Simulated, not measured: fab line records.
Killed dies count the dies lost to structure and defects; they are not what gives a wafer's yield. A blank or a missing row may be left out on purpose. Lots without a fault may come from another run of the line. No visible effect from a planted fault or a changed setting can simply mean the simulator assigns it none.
Chamber matching	flow gf180mcu	rie diel-02 running GF_V4_ETCH_16: 4 sister chambers
The step etches BARC in N2/H2. 4 wafers are shown with their chamber, then 10 later ones without.

WAFERS, EACH WITH ITS CHAMBER
wafer	chamber	drypump motor current A (A)
L081.4	2	5.3
L084.6	1	5.4
L089.1	3	6.1
L089.4	0	4.8

WAFERS MISSING THEIR CHAMBER
wafer	drypump motor current A (A)
L089.6	5.4
L092.1	6.1
L092.3	5.4
L092.6	5.4
L094.1	5.4
L094.3	6.1
L094.6	4.8
L097.1	4.8
L097.4	6.1
L097.6	5.2

THE CHAMBER EACH PASSED THROUGH
wafer	from the rows above	in truth
L089.6	1	1
L092.1	3	3
L092.3	1	1
L092.6	1	1
L094.1	1	1
L094.3	3	3
L094.6	0	0
L097.1	0	0
L097.4	3	3
L097.6	2	2
10 of 10 placed correctly. Number that these rows cannot place: 0. Number placed wrongly: 0.
How it was worked out, from the rows above alone: a wafer's distance from a chamber is the root of the sum, over the readings, of the square of ((its reading less the chamber's mean) divided by the reading's scatter). The wafer belongs to the nearest chamber; if the next one is less than 2 further off, it can't be placed. Each chamber's mean is taken over the wafers shown for it. The scatter: root of mean squared gap, hidden wafer to nearest shown wafer, with one shown wafer a chamber.
